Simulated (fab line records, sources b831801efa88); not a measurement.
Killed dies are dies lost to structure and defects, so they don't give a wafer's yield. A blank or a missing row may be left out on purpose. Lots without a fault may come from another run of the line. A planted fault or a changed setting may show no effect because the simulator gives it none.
fab line records | flow sfq_line
record lots=5 wafers=15 last_day=82
route steps=325 shown JJ@185 M5@198 A5B@209 R5@212
lots that met no fault: from a run of the same line without faults
start_h: hours from the record's first day to the start of the lot's first wafer shown | wait_h: hours since the lot's step before | " the same as in the row above | L1.1+2: a row that stands for several wafers | - no value, or no start given | * or withheld: withheld | < > ~ a bound
route shown NAME@n: a module of which the file shows steps, and the number in the route of the first | usual: mean/standard deviation of fault-free wafers | same: alike in all rows | chamber/n: place in a boat | sites: the reading at each site | _std_site: their standard deviation | _edge_site: outer sites' mean less inner sites' | radius_mm: how far each site lies from the wafer's centre | mask NAME#n: copy n | behind: the tool/chamber that last shaped the wafer | hold: why the lot was held/for how many hours/how that ended | device: the transistor (n, p or np) that didn't switch | end of line: the same wafers' tests at the end of the route | a step without rows: its recipe alone | killed: dies lost to structure and defects at the first sort, not the wafer's yield | map: a wafer's dies, x killed, . not, _ none there
set.NAME: the setting as run; set.NAME@STEP: as run at that earlier step | model.NAME: the simulator's own value behind a step, which no gauge read
lots at some steps of the route; a table a step, a row a wafer
services: from which hour (start_h, from the record's first day; less than 0 if before it) a tool's chamber was out of use, for how many hours, and why
## steps
# step SFQ_TRILAYER_JJ_CE_LITHO_COAT_119
# recipe resist=BARC spin_rpm=3000 resist_thk_nm=62
# columns lot.wafer tool chamber start_h wait_h
L081.2+3+6 litho_track-01 0 1239.52 0.1
L083.3+4+5 litho_track-01 0 1355.34 0.1
L087.3+4+6 litho_track-02 0 1391.04 0.1
L094.2+4+6 litho_track-03 0 1484.46 0.1
L095.1+2+6 litho_track-01 0 1490.22 0.1
# step SFQ_TRILAYER_JJ_CE_LITHO_COAT_114
# recipe resist=KrF spin_rpm=3000 resist_thk_nm=600
# columns lot.wafer tool chamber start_h wait_h
L081.2+3+6 litho_track-01 0 1239.82 0.2
L083.3+4+5 litho_track-01 0 1355.64 0.2
L087.3+4+6 litho_track-02 0 1391.34 0.2
L094.2+4+6 litho_track-03 0 1484.76 0.2
L095.1+2+6 litho_track-01 0 1490.52 0.2
# step SFQ_TRILAYER_JJ_CE_LITHO_SOFTBAKE_118
# recipe temp_c=withheld time_s=withheld resist=KrF
# columns lot.wafer tool chamber start_h wait_h
L081.2+3+6 litho_track-01 0 1240.10 0.2
L083.3+4+5 litho_track-01 0 1355.89 0.2
L087.3+4+6 litho_track-02 0 1391.59 0.2
L094.2+4+6 litho_track-03 0 1485.04 0.2
L095.1+2+6 litho_track-01 0 1490.82 0.2
# step SFQ_TRILAYER_JJ_CE_LITHO_EXPOSE_115
# recipe mask_id=J5 na=0.6 source_shape=conventional sigma_outer=0.65 target_cd_nm=700 dose_mj=14.4
# same sigma_outer=0.65
# columns lot.wafer tool chamber start_h wait_h mask
L081.2+3+6 krf_scanner-02 0 1305.69 - J5#0
L083.3+4+5 krf_scanner-01 0 1433.98 - J5#0
L087.3+4+6 krf_scanner-01 0 1478.38 - J5#0
L094.2+4+6 krf_scanner-02 0 1583.23 - J5#0
L095.1+2+6 krf_scanner-02 0 1590.23 - J5#0
# step SFQ_TRILAYER_JJ_CE_LITHO_PEB_117
# recipe peb_temp_c=115 peb_time_s=60 resist=KrF
# usual plate_temp_C=114.99/0.13
# columns lot.wafer tool chamber start_h wait_h plate_temp_C
L081.2 litho_track-02 0 1306.71 0.8 114.82
L081.3 " 0 " " 115.13
L081.6 " 0 " " 115.13
L083.3 litho_track-02 0 1434.83 0.7 115.13
L083.4 " 0 " " 114.81
L083.5 " 0 " " 114.87
L087.3 litho_track-02 0 1479.23 0.7 115.08
L087.4 " 0 " " 115.10
L087.6 " 0 " " 115.13
L094.2 litho_track-03 0 1584.25 0.8 114.85
L094.4 " 0 " " 115.13
L094.6 " 0 " " 114.92
L095.1 litho_track-03 0 1591.43 1.0 114.89
L095.2 " 0 " " 114.91
L095.6 " 0 " " 114.78
# step SFQ_TRILAYER_JJ_CE_LITHO_DEVELOP_116
# recipe time_s=60 resist=KrF
# columns lot.wafer tool chamber start_h wait_h
L081.2+3+6 litho_track-02 0 1306.86 0.1
L083.3+4+5 litho_track-02 0 1434.98 0.1
L087.3+4+6 litho_track-02 0 1479.38 0.1
L094.2+4+6 litho_track-03 0 1584.40 0.1
L095.1+2+6 litho_track-03 0 1591.58 0.1
# step SFQ_JJ_OVL_MEAS_931
# usual J5_OVL=1/4.7
# columns lot.wafer tool chamber start_h wait_h J5_OVL[nm]
L081.2 overlay-02 - 1307.00 0.1 0
L081.3 " - " " 2
L081.6 " - " " 5
L083.3 overlay-01 - 1435.09 0.1 4
L083.4 " - " " 2
L083.5 " - " " 1
L087.3 overlay-01 - 1479.49 0.1 1
L087.4 " - " " 6
L087.6 " - " " 1
L094.2 overlay-02 - 1584.53 0.1 7
L094.4 " - " " 5
L094.6 " - " " 5
L095.1 overlay-01 - 1591.73 0.1 5
L095.2 " - " " 3
L095.6 " - " " 1
# step SFQ_TRILAYER_JJ_CE_METRO_MEASURE_117
# usual cd_nm=700.2/1.5
# columns lot.wafer tool chamber start_h wait_h cd_nm
L081.2 cd_sem-02 - 1307.23 0.2 701.0
L081.3 " - " " 698.4
L081.6 " - " " 700.5
L083.3 cd_sem-02 - 1435.51 0.4 699.8
L083.4 " - " " 700.0
L083.5 " - " " 700.9
L087.3 cd_sem-01 - 1479.91 0.4 698.2
L087.4 " - " " 699.7
L087.6 " - " " 698.7
L094.2 cd_sem-02 - 1584.76 0.2 700.3
L094.4 " - " " 701.2
L094.6 " - " " 700.8
L095.1 cd_sem-01 - 1591.76 0.0 699.4
L095.2 " - " " 698.9
L095.6 " - " " 699.2
# step SFQ_TRILAYER_JJ_CE_BARC_OPEN_RIE_150
# recipe mask_material=PR chemistry=O2 target_depth_nm=240 target=BARC icp_w=600 bias_w=80 pressure_mtorr=10 time_s=80
# usual drypump_motor_current_A=5.41/0.28 oes_product_au=0.537/0.0048 rf_fwd_power_W=596.4/2.3
# columns lot.wafer tool chamber start_h wait_h drypump_motor_current_A oes_product_au rf_fwd_power_W rf_hours_counter_h
L081.2 rie_metal-03 0 1308.23 0.8 5.01 0.536 595.5 23
L081.3 " 0 " " 5.01 0.533 599.2 -
L081.6 " 1 " " 5.65 0.529 596.5 -
L083.3 rie_metal-04 0 1436.34 0.6 5.50 0.540 594.8 -
L083.4 " 1 " " 5.18 0.546 595.2 -
L083.5 " 1 " " 5.16 0.521 595.7 -
L087.3 rie_metal-03 0 1480.74 0.6 5.00 0.535 595.4 -
L087.4 " 1 " " 5.67 0.537 596.9 -
L087.6 " 1 " " 5.68 0.539 597.2 -
L094.2 rie_metal-03 1 1585.76 0.8 5.70 0.545 596.8 51
L094.4 " 0 " " 5.00 0.546 596.4 -
L094.6 " 0 " " 5.02 0.542 594.2 -
L095.1 rie_metal-03 1 1592.96 1.0 5.69 0.534 595.8 52
L095.2 " 0 " " 5.02 0.539 593.1 69
L095.6 " 1 " " 5.67 0.532 596.6 -
# step SFQ_TRILAYER_JJ_CE_ETCH_RIE_118
# recipe target=Nb stop_on=Al2O3 mask_material=PR taper_deg=13.257 over_etch_frac=0.15 time_s=97.7 chemistry=SF6 target_depth_nm=170 icp_w=600 bias_w=80 pressure_mtorr=10
# usual drypump_motor_current_A=5.41/0.28 oes_product_au=0.988/0.0084 rf_fwd_power_W=596.9/2.1
# columns lot.wafer tool chamber start_h wait_h drypump_motor_current_A oes_product_au rf_fwd_power_W rf_hours_counter_h
L081.2 rie_metal-03 0 1308.32 0.1 5.00 0.994 598.6 23
L081.3 " 0 " " 5.01 0.983 595.5 -
L081.6 " 1 " " 5.65 0.977 596.0 -
L083.3 rie_metal-04 0 1436.44 0.1 5.48 0.971 596.3 -
L083.4 " 1 " " 5.19 0.984 595.4 -
L083.5 " 1 " " 5.21 0.990 594.3 -
L087.3 rie_metal-03 0 1480.84 0.1 5.01 0.997 598.1 -
L087.4 " 1 " " 5.68 0.981 596.2 -
L087.6 " 1 " " 5.70 0.974 595.8 -
L094.2 rie_metal-03 1 1585.86 0.1 5.68 0.983 597.9 51
L094.4 " 0 " " 5.01 0.990 595.8 -
L094.6 " 0 " " 5.03 0.994 594.9 -
L095.1 rie_metal-03 1 1593.06 0.1 5.70 0.972 597.2 52
L095.2 " 0 " " 5.03 0.989 597.0 69
L095.6 " 1 " " 5.68 0.982 598.2 -
# step SFQ_TRILAYER_JJ_ANODIZE_ANODIZE_119
# recipe current_density_ma_cm2=withheld end_current_density_ma_cm2=withheld bath_temp_c=withheld
# columns lot.wafer tool chamber start_h wait_h
L081.2+3+6 wet_bench-06 3,2,5 1308.42 0.1
L083.3+4+5 wet_bench-06 7,4,3 1436.51 0.0
L087.3+4+6 wet_bench-06 2,3,4 1480.91 0.0
L094.2+4+6 wet_bench-05 7,3,2 1585.96 0.1
L095.1+2+6 wet_bench-06 2,4,3 1593.16 0.1
# step SFQ_TRILAYER_JJ_CE_STRIP_STRIP_120
# recipe gas=O2 power_w=200 platen_temp_c=40 overash_fraction=0.65 chemistry=O2 pressure_mtorr=50
# usual drypump_motor_current_A=5.5/0.31 oes_product_au=0.997/0.013
# columns lot.wafer tool chamber start_h wait_h drypump_motor_current_A oes_product_au rf_hours_counter_h
L081.2 rie_metal-02 0 1308.92 0.0 5.7 0.998 27
L081.3 " 0 " " 5.7 1.000 -
L081.6 " 1 " " 5.9 1.006 -
L083.3 rie_metal-02 0 1437.21 0.2 5.6 1.003 -
L083.4 " 1 " " 5.9 0.976 -
L083.5 " 0 " " 5.6 1.001 -
L087.3 rie_metal-04 0 1481.61 0.2 5.5 0.997 -
L087.4 " 1 " " 5.2 1.010 -
L087.6 " 0 " " 5.5 0.990 -
L094.2 rie_metal-02 1 1586.51 0.0 5.9 0.974 90
L094.4 " 1 " " 5.9 0.981 -
L094.6 " 0 " " 5.6 0.997 -
L095.1 rie_metal-02 1 1593.66 0.0 5.9 0.989 91
L095.2 " 0 " " 5.6 0.998 75
L095.6 " 1 " " 5.9 0.979 -
# step SFQ_TRILAYER_JJ_CE_STRIP_SOLV_CLEAN_121
# recipe chemistry=NMP temp_c=70 time_s=600
# columns lot.wafer tool chamber start_h wait_h
L081.2+3+6 wet_bench-03 5,0,3 1309.52 0.4
L083.3+4+5 wet_bench-02 1,5,2 1437.61 0.2
L087.3+4+6 wet_bench-02 0,2,1 1482.01 0.2
L094.2+4+6 wet_bench-04 0,3,1 1587.11 0.4
L095.1+2+6 wet_bench-04 3,5,6 1594.26 0.4
# step SFQ_TRILAYER_M5_LITHO_COAT_128
# recipe resist=BARC spin_rpm=3000 resist_thk_nm=62
# columns lot.wafer tool chamber start_h wait_h
L081.2+3+6 litho_track-04 0 1309.75 0.1
L083.3+4+5 litho_track-02 0 1437.89 0.1
L087.3+4+6 litho_track-02 0 1482.29 0.1
L094.2+4+6 litho_track-04 0 1587.33 0.1
L095.1+2+6 litho_track-02 0 1594.44 0.0
# step SFQ_TRILAYER_M5_LITHO_COAT_123
# recipe resist=KrF spin_rpm=3000 resist_thk_nm=600
# columns lot.wafer tool chamber start_h wait_h
L081.2+3+6 litho_track-04 0 1310.05 0.2
L083.3+4+5 litho_track-02 0 1438.19 0.2
L087.3+4+6 litho_track-02 0 1482.59 0.2
L094.2+4+6 litho_track-04 0 1587.63 0.2
L095.1+2+6 litho_track-02 0 1594.74 0.2
# step SFQ_TRILAYER_M5_LITHO_SOFTBAKE_127
# recipe temp_c=withheld time_s=withheld resist=KrF
# columns lot.wafer tool chamber start_h wait_h
L081.2+3+6 litho_track-04 0 1310.32 0.2
L083.3+4+5 litho_track-02 0 1438.44 0.2
L087.3+4+6 litho_track-02 0 1482.84 0.2
L094.2+4+6 litho_track-04 0 1587.91 0.2
L095.1+2+6 litho_track-02 0 1595.04 0.2
# step SFQ_TRILAYER_M5_LITHO_EXPOSE_124
# recipe mask_id=M5 na=0.6 source_shape=conventional sigma_outer=0.65 target_cd_nm=700 dose_mj=14.4
# same sigma_outer=0.65
# columns lot.wafer tool chamber start_h wait_h mask
L081.2+3+6 krf_scanner-02 0 1317.69 - M5#0
L083.3+4+5 krf_scanner-02 0 1446.15 - M5#0
L087.3+4+6 krf_scanner-02 0 1489.15 - M5#0
L094.2+4+6 krf_scanner-01 0 1664.72 - M5#0
L095.1+2+6 krf_scanner-01 0 1672.92 - M5#0
# step SFQ_TRILAYER_M5_LITHO_PEB_126
# recipe peb_temp_c=115 peb_time_s=60 resist=KrF
# usual plate_temp_C=115.01/0.13
# columns lot.wafer tool chamber start_h wait_h plate_temp_C
L081.2 litho_track-02 0 1318.71 0.8 115.12
L081.3 " 0 " " 115.13
L081.6 " 0 " " 115.02
L083.3 litho_track-04 0 1447.00 0.7 115.19
L083.4 " 0 " " 115.02
L083.5 " 0 " " 115.12
L087.3 litho_track-04 0 1490.00 0.7 115.10
L087.4 " 0 " " 114.96
L087.6 " 0 " " 114.84
L094.2 litho_track-02 0 1665.75 0.8 115.11
L094.4 " 0 " " 115.02
L094.6 " 0 " " 115.03
L095.1 litho_track-02 0 1674.12 1.0 114.89
L095.2 " 0 " " 115.05
L095.6 " 0 " " 115.08
# step SFQ_TRILAYER_M5_LITHO_DEVELOP_125
# recipe time_s=60 resist=KrF
# columns lot.wafer tool chamber start_h wait_h
L081.2+3+6 litho_track-02 0 1318.86 0.1
L083.3+4+5 litho_track-04 0 1447.15 0.1
L087.3+4+6 litho_track-04 0 1490.15 0.1
L094.2+4+6 litho_track-02 0 1665.90 0.1
L095.1+2+6 litho_track-02 0 1674.27 0.1
# step SFQ_M5_OVL_MEAS_932
# usual M5_OVL=1/5.1
# columns lot.wafer tool chamber start_h wait_h M5_OVL[nm]
L081.2 overlay-02 - 1319.00 0.1 1
L081.3 " - " " 6
L081.6 " - " " 2
L083.3 overlay-01 - 1447.26 0.1 2
L083.4 " - " " 4
L083.5 " - " " 7
L087.3 overlay-02 - 1490.26 0.1 5
L087.4 " - " " 4
L087.6 " - " " 6
L094.2 overlay-02 - 1666.03 0.1 -2
L094.4 " - " " 1
L094.6 " - " " -3
L095.1 overlay-01 - 1674.42 0.1 -5
L095.2 " - " " 1
L095.6 " - " " -2
# step SFQ_TRILAYER_M5_BARC_OPEN_METAL_ETCH_161
# recipe mask_material=PR chemistry=O2 target_depth_nm=125 target=BARC icp_w=600 bias_w=80 pressure_mtorr=10 time_s=41.7
# usual drypump_motor_current_A=5.5/0.37 oes_product_au=0.685/0.0048 rf_fwd_power_W=594.0/2.7
# columns lot.wafer tool chamber start_h wait_h drypump_motor_current_A oes_product_au rf_fwd_power_W rf_hours_counter_h
L081.2 rie_metal-03 0 1319.03 0.0 5.0 0.692 594.1 26
L081.3 " 0 " " 5.0 0.685 595.5 -
L081.6 " 1 " " 5.7 0.688 595.2 -
L083.3 rie_metal-03 1 1447.30 0.0 5.7 0.685 595.7 -
L083.4 " 0 " " 5.0 0.691 595.6 -
L083.5 " 1 " " 5.7 0.694 595.8 -
L087.3 rie_metal-03 0 1490.30 0.0 5.0 0.675 597.1 -
L087.4 " 1 " " 5.7 0.677 594.1 -
L087.6 " 1 " " 5.7 0.683 593.7 -
L094.2 rie_metal-02 0 1666.06 0.0 5.7 0.682 588.3 85
L094.4 " 1 " " 5.9 0.684 601.4 -
L094.6 " 1 " " 5.9 0.685 597.0 -
L095.1 rie_metal-01 1 1674.46 0.0 6.1 0.683 593.5 65
L095.2 " 0 " " 5.3 0.686 592.1 14
L095.6 " 1 " " 6.1 0.690 593.0 -
# step SFQ_TRILAYER_M5_ETCH_METAL_ETCH_126
# recipe target=Nb stop_on=SiO2 mask_material=PR over_etch_frac=0.15 time_s=203.2 chemistry=Cl2/BCl3 target_depth_nm=265 icp_w=600 bias_w=80 pressure_mtorr=10
# usual drypump_motor_current_A=5.5/0.37 oes_product_au=0.729/0.0065 rf_fwd_power_W=598.1/2
# columns lot.wafer tool chamber start_h wait_h drypump_motor_current_A oes_product_au rf_fwd_power_W rf_hours_counter_h
L081.2 rie_metal-03 0 1319.08 0.0 5.0 0.737 600.2 26
L081.3 " 0 " " 5.0 0.722 598.9 -
L081.6 " 1 " " 5.7 0.720 597.2 -
L083.3 rie_metal-03 1 1447.41 0.1 5.7 0.716 598.7 -
L083.4 " 0 " " 5.0 0.731 595.7 -
L083.5 " 1 " " 5.7 0.726 597.6 -
L087.3 rie_metal-03 0 1490.41 0.1 5.0 0.726 599.4 -
L087.4 " 1 " " 5.7 0.717 598.4 -
L087.6 " 1 " " 5.7 0.733 597.3 -
L094.2 rie_metal-02 0 1666.12 0.0 5.7 0.732 594.9 85
L094.4 " 1 " " 5.9 0.734 599.7 -
L094.6 " 1 " " 5.9 0.730 597.0 -
L095.1 rie_metal-01 1 1674.52 0.0 6.1 0.726 594.3 65
L095.2 " 0 " " 5.3 0.725 596.4 14
L095.6 " 1 " " 6.1 0.720 597.3 -
# step SFQ_TRILAYER_M5_STRIP_STRIP_127
# recipe gas=O2 power_w=200 platen_temp_c=40 overash_fraction=0.65 chemistry=O2 pressure_mtorr=50
# usual drypump_motor_current_A=5.5/0.37 oes_product_au=0.993/0.016
# columns lot.wafer tool chamber start_h wait_h drypump_motor_current_A oes_product_au rf_hours_counter_h
L081.2 rie_metal-03 0 1319.28 0.1 5.0 1.022 26
L081.3 " 0 " " 5.0 1.016 -
L081.6 " 1 " " 5.7 0.975 -
L083.3 rie_metal-03 1 1447.74 0.3 5.7 0.981 -
L083.4 " 0 " " 5.0 1.011 -
L083.5 " 1 " " 5.7 0.987 -
L087.3 rie_metal-03 0 1490.74 0.3 5.0 1.007 -
L087.4 " 1 " " 5.7 0.990 -
L087.6 " 1 " " 5.7 0.981 -
L094.2 rie_metal-02 0 1666.31 0.1 5.6 1.009 85
L094.4 " 1 " " 5.9 0.995 -
L094.6 " 1 " " 5.9 0.993 -
L095.1 rie_metal-01 1 1674.71 0.1 6.1 1.008 65
L095.2 " 0 " " 5.4 0.988 15
L095.6 " 1 " " 6.1 0.993 -
# step SFQ_TRILAYER_M5_STRIP_SOLV_CLEAN_128
# recipe chemistry=NMP temp_c=70 time_s=600
# columns lot.wafer tool chamber start_h wait_h
L081.2+3+6 wet_bench-01 0,6,2 1319.88 0.4
L083.3+4+5 wet_bench-02 5,3,1 1448.14 0.2
L087.3+4+6 wet_bench-01 0,6,4 1491.14 0.2
L094.2+4+6 wet_bench-01 1,5,2 1666.91 0.4
L095.1+2+6 wet_bench-01 6,7,1 1675.31 0.4
# step SFQ_TRILAYER_A5B_DEP_PECVD_129
# recipe material=SiO2 temp_c=150 time_s=133.33 pressure_torr=2.4 rf_w=183.3 precursor=SiH4/N2O target_thk_nm=600
# usual heater_power_w=88/17 rf_fwd_power_W=182.5/0.52 throttle_valve_pct=25.5/2
# columns lot.wafer tool chamber start_h wait_h heater_power_w rf_fwd_power_W throttle_valve_pct
L081.2 pecvd-03 0 1320.05 0.0 104 183.1 24.5
L081.3 " 2 " " 78 181.3 23.2
L081.6 " 2 " " 80 182.7 22.7
L083.3 pecvd-01 0 1448.31 0.0 61 182.8 26.3
L083.4 " 2 " " 74 182.7 25.7
L083.5 " 1 " " 111 183.2 28.3
L087.3 pecvd-04 2 1491.31 0.0 89 182.3 23.2
L087.4 " 0 " " 116 182.9 23.0
L087.6 " 2 " " 95 182.9 23.3
L094.2 pecvd-01 0 1667.26 0.0 60 182.3 27.1
L094.4 " 2 " " 64 182.3 26.1
L094.6 " 0 " " 62 181.9 26.8
L095.1 pecvd-01 0 1675.66 0.0 68 183.0 27.0
L095.2 " 1 " " 108 182.1 29.1
L095.6 " 1 " " 116 182.0 29.3
# step SFQ_TRILAYER_A5B_CMP_CMP_130
# recipe stop_on=Nb down_force_psi=3 platen_rpm=60 target_thk_nm=340.7
# usual motor_current_A=9.5/0.85
# columns lot.wafer tool chamber start_h wait_h motor_current_A
L081.2 cmp-02 0 1334.02 13.9 8.6
L081.3 " 1 " " 9.5
L081.6 " 1 1336.52 16.4 9.2
L083.4 cmp-02 3 1458.06 9.7 9.4
L083.3 " 1 1459.06 10.7 9.4
L083.5 " 3 1460.06 11.7 9.3
L087.3 cmp-01 3 1505.43 14.1 10.6
L087.4 " 2 1506.93 15.5 9.7
L087.6 " 3 " " 10.6
L094.2 cmp-01 1 1667.86 0.5 8.8
L094.4 " 3 1668.86 1.5 10.4
L094.6 " 1 1669.86 2.5 8.8
L095.2 cmp-01 2 1675.76 0.0 10.6
L095.1 " 0 1676.76 1.0 9.4
L095.6 " 3 1678.26 2.5 10.5
# step SFQ_TRILAYER_A5B_METRO_MEASURE_131
# usual thk_nm=339/7.6
# columns lot.wafer tool chamber start_h wait_h thk_nm
L081.2 film_metro-02 - 1337.22 2.7 356
L081.3 " - " " 350
L081.6 " - " " 356
L083.3 film_metro-01 - 1460.96 1.4 331
L083.4 " - " " 330
L083.5 " - " " 323
L087.3 film_metro-02 - 1508.83 2.9 331
L087.4 " - " " 330
L087.6 " - " " 343
L094.2 film_metro-01 - 1670.56 2.2 340
L094.4 " - " " 345
L094.6 " - " " 334
L095.1 film_metro-04 - 1678.76 1.5 346
L095.2 " - " " 334
L095.6 " - " " 343
# step SFQ_TRILAYER_R5_DEP_SPUTTER_132
# recipe material=Ti base_pressure_pa=1.33e-06 target_thk_nm=5 power_w=2000 time_s=5 chamber_pressure_pa=0.4
# usual throttle_valve_pct=30.0/1.1
# columns lot.wafer tool chamber start_h wait_h throttle_valve_pct
L081.2 pvd_sputter-06 - 1338.22 0.8 30.8
L081.3 " - " " 29.5
L081.6 " - " " 29.5
L083.3 pvd_sputter-04 - 1461.76 0.6 30.9
L083.4 " - " " 27.3
L083.5 " - " " 31.0
L087.3 pvd_sputter-05 - 1509.63 0.6 32.0
L087.4 " - " " 30.8
L087.6 " - " " 28.4
L094.2 pvd_sputter-04 - 1671.56 0.8 28.0
L094.4 " - " " 27.6
L094.6 " - " " 31.4
L095.1 pvd_sputter-04 - 1679.96 1.0 28.1
L095.2 " - " " 31.0
L095.6 " - " " 30.7
# step SFQ_TRILAYER_R5_DEP_SPUTTER_133
# recipe material=MoNx base_pressure_pa=1.33e-06 target_thk_nm=40 power_w=1000 time_s=66.7 chamber_pressure_pa=0.4
# usual throttle_valve_pct=30.0/1.1
# columns lot.wafer tool chamber start_h wait_h throttle_valve_pct
L081.2 pvd_sputter-06 - 1338.24 0.0 30.7
L081.3 " - " " 29.1
L081.6 " - " " 29.6
L083.3 pvd_sputter-04 - 1461.78 0.0 30.8
L083.4 " - " " 27.5
L083.5 " - " " 30.7
L087.3 pvd_sputter-05 - 1509.65 0.0 32.0
L087.4 " - " " 30.7
L087.6 " - " " 28.1
L094.2 pvd_sputter-04 - 1671.57 0.0 28.0
L094.4 " - " " 27.4
L094.6 " - " " 31.3
L095.1 pvd_sputter-04 - 1679.97 0.0 27.9
L095.2 " - " " 30.7
L095.6 " - " " 30.9
# step SFQ_TRILAYER_R5_DEP_SPUTTER_134
# recipe material=Ti base_pressure_pa=1.33e-06 target_thk_nm=5 power_w=2000 time_s=5 chamber_pressure_pa=0.4
# usual throttle_valve_pct=30.0/1.1
# columns lot.wafer tool chamber start_h wait_h throttle_valve_pct
L081.2 pvd_sputter-06 - 1338.29 0.0 30.7
L081.3 " - " " 29.4
L081.6 " - " " 29.7
L083.3 pvd_sputter-04 - 1461.83 0.0 31.1
L083.4 " - " " 27.6
L083.5 " - " " 30.4
L087.3 pvd_sputter-05 - 1509.70 0.0 32.1
L087.4 " - " " 30.9
L087.6 " - " " 28.1
L094.2 pvd_sputter-04 - 1671.63 0.0 28.1
L094.4 " - " " 27.5
L094.6 " - " " 31.3
L095.1 pvd_sputter-04 - 1680.03 0.0 28.0
L095.2 " - " " 30.7
L095.6 " - " " 30.7
# step SFQ_R5_RS_MEAS_933
# recipe thk_meas_gauge=four-point-probe reads=Ti_of_TRILAYER_R5_DEP_SPUTTER_134+MoNx_of_TRILAYER_R5_DEP_SPUTTER_133+Ti_of_TRILAYER_R5_DEP_SPUTTER_132
# usual R5_MONX_RS=7.10/0.079
# columns lot.wafer tool chamber start_h wait_h R5_MONX_RS[ohm/sq]
L081.2 film_metro-03 - 1338.33 0.0 7.11
L081.3 " - " " 7.15
L081.6 " - " " 7.15
L083.3 film_metro-02 - 1461.89 0.0 7.13
L083.4 " - " " 7.07
L083.5 " - " " 7.17
L087.3 film_metro-02 - 1509.76 0.0 7.01
L087.4 " - " " 7.11
L087.6 " - " " 7.18
L094.2 film_metro-03 - 1671.67 0.0 7.04
L094.4 " - " " 7.16
L094.6 " - " " 7.17
L095.1 film_metro-02 - 1680.05 0.0 6.98
L095.2 " - " " 7.11
L095.6 " - " " 7.06
# step SFQ_R5_THK_MEAS_934
# recipe thk_meas_gauge=xrf reads=MoNx_of_TRILAYER_R5_DEP_SPUTTER_133
# usual R5_MONX_THK=39.4/0.47
# columns lot.wafer tool chamber start_h wait_h R5_MONX_THK[nm]
L081.2 film_metro-03 - 1338.44 0.1 39.5
L081.3 " - " " 39.2
L081.6 " - " " 39.3
L083.3 film_metro-02 - 1461.99 0.1 39.1
L083.4 " - " " 39.3
L083.5 " - " " 38.9
L087.3 film_metro-02 - 1509.86 0.1 39.8
L087.4 " - " " 39.1
L087.6 " - " " 38.6
L094.2 film_metro-03 - 1671.78 0.1 39.4
L094.4 " - " " 38.9
L094.6 " - " " 38.9
L095.1 film_metro-02 - 1680.17 0.1 39.6
L095.2 " - " " 39.3
L095.6 " - " " 39.3
# step SFQ_TRILAYER_R5_LITHO_COAT_141
# recipe resist=BARC spin_rpm=3000 resist_thk_nm=62
# columns lot.wafer tool chamber start_h wait_h
L081.2+3+6 litho_track-04 0 1338.54 0.1
L083.3+4+5 litho_track-03 0 1462.13 0.1
L087.3+4+6 litho_track-04 0 1510.00 0.1
L094.2+4+6 litho_track-01 0 1671.88 0.1
L095.1+2+6 litho_track-03 0 1680.23 0.1
# step SFQ_TRILAYER_R5_LITHO_COAT_136
# recipe resist=KrF spin_rpm=3000 resist_thk_nm=600
# columns lot.wafer tool chamber start_h wait_h
L081.2+3+6 litho_track-04 0 1338.84 0.2
L083.3+4+5 litho_track-03 0 1462.43 0.2
L087.3+4+6 litho_track-04 0 1510.30 0.2
L094.2+4+6 litho_track-01 0 1672.18 0.2
L095.1+2+6 litho_track-03 0 1680.53 0.2
# step SFQ_TRILAYER_R5_LITHO_SOFTBAKE_140
# recipe temp_c=withheld time_s=withheld resist=KrF
# columns lot.wafer tool chamber start_h wait_h
L081.2+3+6 litho_track-04 0 1339.12 0.2
L083.3+4+5 litho_track-03 0 1462.68 0.2
L087.3+4+6 litho_track-04 0 1510.55 0.2
L094.2+4+6 litho_track-01 0 1672.45 0.2
L095.1+2+6 litho_track-03 0 1680.83 0.2
# step SFQ_TRILAYER_R5_LITHO_EXPOSE_137
# recipe mask_id=R5 na=0.6 source_shape=conventional sigma_outer=0.65 target_cd_nm=500 dose_mj=14.4
# same sigma_outer=0.65
# columns lot.wafer tool chamber start_h wait_h mask
L081.2+3+6 krf_scanner-02 0 1365.69 - R5#0
L083.3+4+5 krf_scanner-02 0 1478.35 - R5#0
L087.3+4+6 krf_scanner-02 0 1517.45 - R5#0
L094.2+4+6 krf_scanner-02 0 1672.78 - R5#0
L095.1+2+6 krf_scanner-02 0 1680.98 - R5#0
# step SFQ_TRILAYER_R5_LITHO_PEB_139
# recipe peb_temp_c=115 peb_time_s=60 resist=KrF
# usual plate_temp_C=114.99/0.13
# columns lot.wafer tool chamber start_h wait_h plate_temp_C
L081.2 litho_track-03 0 1366.71 0.8 114.81
L081.3 " 0 " " 114.72
L081.6 " 0 " " 114.74
L083.3 litho_track-04 0 1479.20 0.7 114.73
L083.4 " 0 " " 115.07
L083.5 " 0 " " 114.87
L087.3 litho_track-04 0 1518.30 0.7 115.02
L087.4 " 0 " " 114.98
L087.6 " 0 " " 115.03
L094.2 litho_track-03 0 1673.80 0.8 114.80
L094.4 " 0 " " 114.96
L094.6 " 0 " " 114.88
L095.1 litho_track-01 0 1682.18 1.0 115.22
L095.2 " 0 " " 115.08
L095.6 " 0 " " 115.01
# step SFQ_TRILAYER_R5_LITHO_DEVELOP_138
# recipe time_s=60 resist=KrF
# columns lot.wafer tool chamber start_h wait_h
L081.2+3+6 litho_track-03 0 1366.86 0.1
L083.3+4+5 litho_track-04 0 1479.35 0.1
L087.3+4+6 litho_track-04 0 1518.45 0.1
L094.2+4+6 litho_track-03 0 1673.95 0.1
L095.1+2+6 litho_track-01 0 1682.33 0.1
# step SFQ_R5_OVL_MEAS_935
# usual R5_OVL=0/5.1
# columns lot.wafer tool chamber start_h wait_h R5_OVL[nm]
L081.2 overlay-02 - 1367.00 0.1 -5
L081.3 " - " " 1
L081.6 " - " " -9
L083.3 overlay-02 - 1479.46 0.1 4
L083.4 " - " " 1
L083.5 " - " " 7
L087.3 overlay-02 - 1518.57 0.1 0
L087.4 " - " " -9
L087.6 " - " " -7
L094.2 overlay-02 - 1674.08 0.1 -6
L094.4 " - " " -6
L094.6 " - " " -5
L095.1 overlay-01 - 1682.48 0.1 -1
L095.2 " - " " -5
L095.6 " - " " -6
## services
# columns tool chamber start_h hours kind
krf_scanner-01 - 1238.77 1.3 pm
rie_metal-02 0 1245.67 2.5 repair
krf_scanner-02 - 1247.18 1.3 pm
krf_scanner-02 - 1252.08 1.0 pm
rie_metal-03 1 1272.33 18.5 repair
krf_scanner-02 - 1297.33 0.8 pm
rie_metal-02 - 1324.52 1.4 pm
krf_scanner-02 - 1333.57 0.3 repair
rie_metal-02 0 1361.30 8.1 repair
rie_metal-03 - 1366.06 1.4 pm
pvd_sputter-04 - 1379.86 0.6 repair
pvd_sputter-04 - 1406.95 2.3 repair
krf_scanner-02 - 1421.89 1.0 pm
krf_scanner-02 - 1422.89 1.3 pm
pvd_sputter-04 - 1425.00 1.3 repair
krf_scanner-02 - 1454.15 3.8 repair
krf_scanner-02 - 1466.40 0.8 pm
rie_metal-02 1 1487.13 19.3 repair
krf_scanner-02 - 1502.92 8.1 repair
krf_scanner-02 - 1562.95 2.1 repair
krf_scanner-02 - 1591.43 1.0 pm
krf_scanner-02 - 1598.43 1.3 pm
rie_metal-02 - 1626.85 2.8 pm
krf_scanner-02 - 1658.40 0.7 repair
## key
fault none
